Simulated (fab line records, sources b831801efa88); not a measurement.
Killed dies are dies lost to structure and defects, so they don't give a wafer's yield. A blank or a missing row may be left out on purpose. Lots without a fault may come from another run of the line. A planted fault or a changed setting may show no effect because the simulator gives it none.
Which tool did it? | flow sky130 | 11 lots, 32 wafers sampled, at 5 steps of a route of 708

WHAT THE GAUGES READ, wafer by wafer
SKY_SD_P_CD_MEAS_07: target cd 380 nm. Usual: cd_nm 379.8 nm, standard deviation 2.8.
lot  | measured     | on        | cd_nm (nm)              | flag
L452 | day 25 12:04 | cd_sem-01 | 381.2 381.2 380.1       |
L455 | day 26 13:37 | cd_sem-01 | 366.4 368.5 366.6 368.1 | OFF
L464 | day 29 21:18 | cd_sem-01 | 378.7 377.4 380.0       |
L465 | day 30 02:49 | cd_sem-01 | 376.2 375.6 377.2       |
L466 | day 30 12:39 | cd_sem-01 | 384.4 385.3 382.4       |
L467 | day 30 20:54 | cd_sem-02 | 381.0 382.2 379.6       |
L469 | day 31 19:56 | cd_sem-01 | 382.0 381.0 379.1       |
L470 | day 32 07:37 | cd_sem-01 | 382.3 381.6 385.3       |
L473 | day 32 13:10 | cd_sem-01 | 380.5 382.5 384.7       |
L474 | day 32 22:21 | cd_sem-02 | 380.3 379.5 381.0       |
L475 | day 33 02:58 | cd_sem-01 | 379.2 379.3 376.6       |

WHICH TOOL RAN EACH LOT (tool, then ch and the chambers of the sampled wafers, then the start)
lot  | SKY_POLY_GATE_ETCH_15              | SKY_POLY_GATE_ETCH_16              | SKY_LDD_LDN_STRIP_12                 | SKY_SD_P_EXPOSE_04
L452 | rie_diel-01 ch 1,2, day 16 09:26   | rie_diel-01 ch 1,2, day 16 09:31   | plasma_asher-01 ch 0,1, day 22 21:51 | iline_stepper-01 ch 0, day 24 21:23
L455 | rie_diel-01 ch 0,2, day 17 09:52   | rie_diel-01 ch 0,2, day 17 09:57   | plasma_asher-04 ch 0, day 24 00:40   | iline_stepper-02 ch 0, day 25 23:10
L464 | rie_diel-02 ch 0,2, day 21 01:32   | rie_diel-02 ch 0,2, day 21 01:37   | plasma_asher-03 ch 0,1, day 27 10:30 | iline_stepper-02 ch 0, day 29 07:41
L465 | rie_diel-02 ch 0,1,3, day 21 06:17 | rie_diel-02 ch 0,1,3, day 21 06:22 | plasma_asher-01 ch 0,1, day 27 15:49 | iline_stepper-02 ch 0, day 29 12:57
L466 | rie_diel-02 ch 0,2,3, day 21 19:07 | rie_diel-02 ch 0,2,3, day 21 19:12 | plasma_asher-04 ch 0,1, day 28 02:50 | iline_stepper-02 ch 0, day 29 22:56
L467 | rie_diel-01 ch 0,3, day 22 03:02   | rie_diel-01 ch 0,3, day 22 03:07   | plasma_asher-04 ch 0,1, day 28 11:56 | iline_stepper-01 ch 0, day 30 07:20
L469 | rie_diel-02 ch 0,1,2, day 23 04:35 | rie_diel-02 ch 0,1,2, day 23 04:40 | plasma_asher-01 ch 0,1, day 29 11:28 | iline_stepper-02 ch 0, day 31 05:55
L470 | rie_diel-04 ch 0,1,3, day 23 17:58 | rie_diel-04 ch 0,1,3, day 23 18:04 | plasma_asher-01 ch 0,1, day 29 21:40 | iline_stepper-02 ch 0, day 31 17:59
L473 | rie_diel-02 ch 0,1,2, day 23 21:32 | rie_diel-02 ch 0,1,2, day 23 21:37 | plasma_asher-01 ch 0,1, day 30 03:03 | iline_stepper-02 ch 0, day 31 23:55
L474 | rie_diel-01 ch 1,2, day 24 10:59   | rie_diel-01 ch 1,2, day 24 11:04   | plasma_asher-01 ch 0,1, day 30 14:37 | iline_stepper-02 ch 0, day 32 09:37
L475 | rie_diel-04 ch 0,1,3, day 24 14:25 | rie_diel-04 ch 0,1,3, day 24 14:31 | plasma_asher-01 ch 0,1, day 30 18:25 | iline_stepper-01 ch 0, day 32 13:35
- SKY_POLY_GATE_ETCH_15: etches BARC in N2/H2, stops on SiO2, time 118.5 s, target depth 110 nm.
- SKY_POLY_GATE_ETCH_16: etches Si3N4 in CH3F/O2, stops on poly-Si, time 147.5 s, target depth 75 nm.
- SKY_LDD_LDN_STRIP_12: strips in O2/N2.
- SKY_SD_P_EXPOSE_04: exposes mask PSDM, target cd 380 nm.

WHAT THE TOOLS THEMSELVES READ (means of the sampled wafers that have a number; where no wafer has one, the mark that the record gives instead)
SKY_POLY_GATE_ETCH_15. Usual: chamber_pressure_mTorr 30.000 mTorr, standard deviation 0.028; drypump_motor_current_A 5.6 A, standard deviation 0.46; oes_product_au 0.717 a.u., standard deviation 0.0048; throttle_valve_pct 13.212 %, standard deviation 0.0084.
lot  | tool        | chamber_pressure_mTorr (mTorr) | drypump_motor_current_A (A) | oes_product_au (a.u.) | throttle_valve_pct (%) | flag
L452 | rie_diel-01 | 30.004                         | 5.5                         | 0.716                 | 13.210                 |
L455 | rie_diel-01 | 30.022                         | 5.3                         | 0.713                 | 13.207                 |
L464 | rie_diel-02 | 30.025                         | 6.1                         | 0.714                 | 13.220                 |
L465 | rie_diel-02 | 30.017                         | 5.4                         | 0.721                 | 13.219                 |
L466 | rie_diel-02 | 29.990                         | 5.7                         | 0.718                 | 13.219                 |
L467 | rie_diel-01 | 29.993                         | 6.0                         | 0.714                 | 13.210                 |
L469 | rie_diel-02 | 30.002                         | 5.8                         | 0.716                 | 13.211                 |
L470 | rie_diel-04 | 29.991                         | 5.7                         | 0.713                 | 13.224                 |
L473 | rie_diel-02 | 29.981                         | 5.8                         | 0.717                 | 13.201                 |
L474 | rie_diel-01 | 29.995                         | 5.4                         | 0.714                 | 13.213                 |
L475 | rie_diel-04 | 29.968                         | 5.7                         | 0.715                 | 13.215                 |

SKY_POLY_GATE_ETCH_16. Usual: chamber_pressure_mTorr 25.000 mTorr, standard deviation 0.021; drypump_motor_current_A 5.6 A, standard deviation 0.46; oes_product_au 0.640 a.u., standard deviation 0.0052; throttle_valve_pct 10.535 %, standard deviation 0.0086.
lot  | tool        | chamber_pressure_mTorr (mTorr) | drypump_motor_current_A (A) | oes_product_au (a.u.) | throttle_valve_pct (%) | flag
L452 | rie_diel-01 | 25.004                         | 5.5                         | 0.642                 | 10.539                 |
L455 | rie_diel-01 | 24.996                         | 5.3                         | 0.641                 | 10.530                 |
L464 | rie_diel-02 | 24.990                         | 6.2                         | 0.642                 | 10.540                 |
L465 | rie_diel-02 | 25.002                         | 5.4                         | 0.643                 | 10.529                 |
L466 | rie_diel-02 | 24.988                         | 5.7                         | 0.641                 | 10.544                 |
L467 | rie_diel-01 | 24.983                         | 5.9                         | 0.640                 | 10.535                 |
L469 | rie_diel-02 | 25.010                         | 5.9                         | 0.638                 | 10.543                 |
L470 | rie_diel-04 | 25.014                         | 5.7                         | 0.637                 | 10.539                 |
L473 | rie_diel-02 | 24.996                         | 5.8                         | 0.635                 | 10.538                 |
L474 | rie_diel-01 | 25.011                         | 5.4                         | 0.637                 | 10.530                 |
L475 | rie_diel-04 | 24.984                         | 5.7                         | 0.647                 | 10.541                 |

SKY_LDD_LDN_STRIP_12. Usual: chamber_pressure_mTorr 1499.9 mTorr, standard deviation 1.3; drypump_motor_current_A 5.56 A, standard deviation 0.13; oes_product_au 0.715 a.u., standard deviation 0.0047; strip_time_to_endpoint_s 14.18 s, standard deviation 0.041.
lot  | tool            | chamber_pressure_mTorr (mTorr) | drypump_motor_current_A (A) | oes_product_au (a.u.) | strip_time_to_endpoint_s (s) | flag
L452 | plasma_asher-01 | 1500.9                         | 5.55                        | 0.717                 | 14.20                        |
L455 | plasma_asher-04 | 1498.9                         | 5.84                        | 0.717                 | 14.23                        |
L464 | plasma_asher-03 | 1501.1                         | 5.56                        | 0.713                 | 14.20                        |
L465 | plasma_asher-01 | 1499.4                         | 5.55                        | 0.712                 | 14.20                        |
L466 | plasma_asher-04 | 1500.0                         | 5.50                        | 0.714                 | 14.18                        |
L467 | plasma_asher-04 | 1500.0                         | 5.50                        | 0.712                 | 14.17                        |
L469 | plasma_asher-01 | 1499.1                         | 5.55                        | 0.713                 | 14.14                        |
L470 | plasma_asher-01 | 1498.7                         | 5.53                        | 0.712                 | 14.15                        |
L473 | plasma_asher-01 | 1500.6                         | 5.57                        | 0.718                 | 14.21                        |
L474 | plasma_asher-01 | 1500.7                         | 5.53                        | 0.717                 | 14.21                        |
L475 | plasma_asher-01 | 1500.4                         | 5.55                        | 0.714                 | 14.07                        |

THE ANSWER, worked out from the rows above alone
Rule: a lot is off if the mean of its wafers that have a number lies more than 3 standard deviations from the usual mean. A lot without any number at a reading at which 4 lots or more have one is off too. The other lots that the step has rows for count as sound. The gauges are gone through in route order, then the tools' own readings, and for those a lot's mean is taken as printed above. The first step at which some lot is off is used, and at that step the reading that is off furthest; a lot without a number counts as furthest.
Off: L455, at SKY_SD_P_CD_MEAS_07 (cd_nm).
A tool fits if, at a process step before that reading, it ran every lot that is off, and no sound lot after the first of them. The gauges at SKY_SD_P_CD_MEAS_07 are tried like those tools. None of those tried fits.

WHAT THE SIMULATOR HAD PUT IN
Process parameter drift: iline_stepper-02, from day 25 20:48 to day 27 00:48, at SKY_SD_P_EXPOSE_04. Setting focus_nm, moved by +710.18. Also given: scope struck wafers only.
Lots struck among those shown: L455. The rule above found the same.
